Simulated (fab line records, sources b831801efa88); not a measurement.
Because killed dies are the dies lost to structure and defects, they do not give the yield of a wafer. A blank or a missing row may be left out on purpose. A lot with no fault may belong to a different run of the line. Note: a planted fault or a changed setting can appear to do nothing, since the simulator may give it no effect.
Code-filled problem report in 8D (eight disciplines) form :: flow sky130 :: the parts of the form that need people (team, actions taken, sign-off) are left out

1. PROBLEM STATEMENT
run_length_s at SKY_FIELD_ISO_ETCH_14 reads a mean of 47.2 s on 6 wafers of 2 lots; wafers without a fault read 74.2 s with a standard deviation of 0.43. That puts it -63 standard deviations away from the usual mean.
The step: etches BARC in N2/H2, stops on SiO2, time 45.9 s, target depth 60 nm.
First observed at day 5 11:46: wafer L239.2, on rie_diel-04. Wafers with a number at this step in the record: 42, from 14 lots. Rule for "out" (also "out of limits"): further than 4 standard deviations from the usual mean. The rest of the wafers with a number are treated as sound.

2. WHAT IT IS, WHAT IT ISN'T
question: which readings at this step
is: run_length_s, oes_product_au
is not: drypump_motor_current_A

question: which lots
is: L239, L241
is not: L224, L225, L226, L227, L228, L229, L230, L234, L235, L237, L244, L246

question: which wafers of those lots
is: all that have a number
is not: -

question: read on which tools
is: rie_diel-04
is not: rie_diel-01, rie_diel-02

question: when
is: from day 5 11:46
is not: up to then (30 sound wafers); but 6 sound wafers of L244, L246 came after

3. THE SUSPECTS, EACH WITH WHAT RULES IT OUT
Counting: any tool at a process step up to the reading is kept as a suspect provided that every lot that is out went through it and no sound lot did after the first of them.
- rie_diel-04 at SKY_FIELD_ISO_ETCH_14 (etches BARC in N2/H2, stops on SiO2, time 45.9 s, target depth 60 nm): kept. All lots that are out passed through it, beginning with L239 at day 5 11:46, and no sound lot followed; its final sound lot before that point was L234 at day 4 15:10. On those wafers its own readings are out: oes_product_au, run_length_s.
After counting, what remains is rie_diel-04 at SKY_FIELD_ISO_ETCH_14.

4. THE CAUSE (what the simulator had put in)
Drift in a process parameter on rie_diel-04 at SKY_FIELD_ISO_ETCH_14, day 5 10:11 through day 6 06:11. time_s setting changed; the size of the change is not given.
This tool alone remained once counting was done.

5. THE EFFECT CHAIN, in route order
Each row: a reading where the mean over the struck wafers with a number is more than 3 standard deviations away from the usual. Only readings for which the record gives a usual standard deviation are gone through. hours: the time from each lot's start at the first step in this table that gives one to its start at this step, as a median over the lots. sigmas: the change in usual standard deviations.
hours: 0
step: SKY_FIELD_ISO_ETCH_14
reading: oes_product_au
usual: 0.855 a.u.
on struck wafers: 0.998
change: +0.143
sigmas: +30

hours: 0
step: SKY_FIELD_ISO_ETCH_14
reading: run_length_s
usual: 74.2 s
on struck wafers: 47.2
change: -27.0
sigmas: -63

hours: 0
step: SKY_FIELD_ISO_ETCH_15
reading: oes_product_au
usual: 0.947 a.u.
on struck wafers: 0.375
change: -0.572
sigmas: -76

hours: 0
step: SKY_FIELD_ISO_ETCH_15
reading: throttle_valve_pct
usual: 8.844 %
on struck wafers: 8.672
change: -0.172
sigmas: -20

hours: 0
step: SKY_FIELD_ISO_STRIP_16
reading: oes_product_au
usual: 0.378 a.u.
on struck wafers: 0.392
change: +0.014
sigmas: +3.1

hours: 0
step: SKY_FIELD_ISO_STRIP_16
reading: strip_time_to_endpoint_s
usual: 3.543 s
on struck wafers: 3.829
change: +0.286
sigmas: +11
Here are the process steps it includes:
- SKY_FIELD_ISO_ETCH_14: etches BARC in N2/H2, stops on SiO2, time 45.9 s, target depth 60 nm.
- SKY_FIELD_ISO_ETCH_15: etches the open film in CHF3/O2, stops on Si, target depth 180 nm, time 72 s.
- SKY_FIELD_ISO_STRIP_16: strips in O2/N2.
Readings that are blank on the struck wafers while sound wafers have them: rf_fwd_power_W at SKY_FIELD_ISO_ETCH_14.

6. HOW IT WOULD HAVE BEEN CAUGHT EARLIER
In this record no reading fell out of limits until day 5 11:46, 2 hours after the fault had begun at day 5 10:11.
